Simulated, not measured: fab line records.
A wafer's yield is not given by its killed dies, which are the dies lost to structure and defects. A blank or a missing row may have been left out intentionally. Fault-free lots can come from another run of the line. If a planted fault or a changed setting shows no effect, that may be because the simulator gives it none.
2 desks, one fault	flow sky130	only its own numbers are on each desk; what lay behind them is given at the end

== AT THE TOOL OWNER'S DESK: lpcvd-03 ==
The tool's own readings at SKY_SONOS_ONO_CVD_04 (deposits SiO2 from SiH4/N2O, target thk 5.7199 nm): means of the sampled wafers that have a number, for each lot that ran on this tool. The brackets show how far a lot's mean lies from the usual mean; more than 4 standard deviations puts the lot out of limits, marked OUT.
Columns: A = spike tc bottom C at SKY_SONOS_ONO_CVD_04, usual 917.2 C; B = spike tc centre C at SKY_SONOS_ONO_CVD_04, usual 901.4 C; C = spike tc lower C at SKY_SONOS_ONO_CVD_04, usual 899.4 C; D = spike tc top C at SKY_SONOS_ONO_CVD_04, usual 911.5 C; E = spike tc upper C at SKY_SONOS_ONO_CVD_04, usual 899.4 C; F = susceptor temp C at SKY_SONOS_ONO_CVD_04, usual 900.0 C
lot	first seen here	A	B	C	D	E	F
L221	day 11 18:33	916.9	901.2	898.6	911.7	898.5	899.9
L222	day 12 04:34	918.6	901.8	900.1	913.6	899.3	900.0
L223	day 12 09:42	917.4	900.6	898.8	910.8	898.9	900.3
L224	day 12 22:11	917.6	900.7	898.2	910.5	898.6	899.7
L230	day 14 19:19	917.1	900.4	899.6	909.8	899.4	900.0
L233	day 15 12:55	918.5	902.6	900.9	914.0	900.4	900.3
L232	day 15 23:41	927.5 (+8.6) OUT	913.2 (+12) OUT	909.1 (+7.5) OUT	922.1 (+6.6) OUT	910.5 (+9.3) OUT	911.6 (+31) OUT
L234	day 16 07:01	927.6 (+8.6) OUT	912.7 (+12) OUT	909.7 (+7.9) OUT	922.3 (+6.7) OUT	910.9 (+9.6) OUT	912.2 (+33) OUT
L235	day 16 12:31	929.9 (+11) OUT	914.0 (+13) OUT	912.2 (+9.9) OUT	925.5 (+8.8) OUT	911.8 (+10) OUT	911.2 (+30) OUT
L241	day 18 17:51	916.9	901.4	899.1	911.1	899.0	900.4
L242	day 18 21:29	918.0	901.6	901.2	912.9	901.1	900.3
L243	day 19 14:19	916.8	901.6	899.1	910.1	898.5	899.9
This desk's finding: out of limits on L232, L234, L235; first on L232, day 15 23:41 (spike tc bottom C at SKY_SONOS_ONO_CVD_04). L221, L222, L223, L224, L230, L233, L241, L242, L243 stayed within limits.

== AT THE METROLOGY DESK ==
What the gauges read, lot by lot, whatever tool the lot ran on: means of the sampled wafers that have a number. The brackets show how far a lot's mean lies from the usual mean; more than 4 standard deviations puts the lot out of limits, marked OUT.
Columns: A = NWELL_OXIDATION_THK at SKY_NWELL_THK_MEAS_02, usual 10.08 nm; B = SONOS_TUNNEL_TW at SKY_SONOS_TUNNEL_TW_MEAS_12, usual 196.3; C = SONOS_ONO_CVD_04_THK at SKY_SONOS_ONO_THK_MEAS_05, usual 5.78 nm
lot	first seen here	A	B	C
L221	day 2 18:16	9.87	194.9	5.80
L222	day 2 22:37	10.25	196.2	5.86
L223	day 3 04:11	10.01	195.3	5.82
L224	day 3 11:22	10.21	196.9	5.70
L230	day 4 17:53	10.26	194.8	5.82
L232	day 5 02:31	10.17	195.7	7.00 (+10) OUT
L233	day 5 05:16	10.02	197.0	5.91
L234	day 5 15:50	10.04	195.5	6.78 (+8.3) OUT
L235	day 5 21:29	10.07	195.8	6.99 (+10) OUT
L241	day 7 05:49	10.27	196.0	5.62
L242	day 7 07:16	10.08	197.8	5.76
L243	day 7 18:43	9.94	195.5	5.85
This desk's finding: out of limits on L232, L234, L235; first on L232, day 16 02:31 (SONOS_ONO_CVD_04_THK at SKY_SONOS_ONO_THK_MEAS_05). L221, L222, L223, L224, L230, L233, L241, L242, L243 stayed within limits.

== PUT TOGETHER ==
An alarm could have come from the tool owner's desk at day 15 23:41, on L232, L234, L235.
An alarm was possible from the metrology desk at day 16 02:31, on L232, L234, L235.
The lots listed all ran SKY_SONOS_ONO_CVD_04 on lpcvd-03.

== WHAT THE SIMULATOR PUT IN ==
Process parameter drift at SKY_SONOS_ONO_CVD_04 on lpcvd-03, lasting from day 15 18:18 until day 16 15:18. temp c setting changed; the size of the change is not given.
Shown lots that were struck: L232, L234, L235.
Counting hours from when the fault started, the first reading out of limits came at 5 for the tool owner's desk and at 8 for the metrology desk.
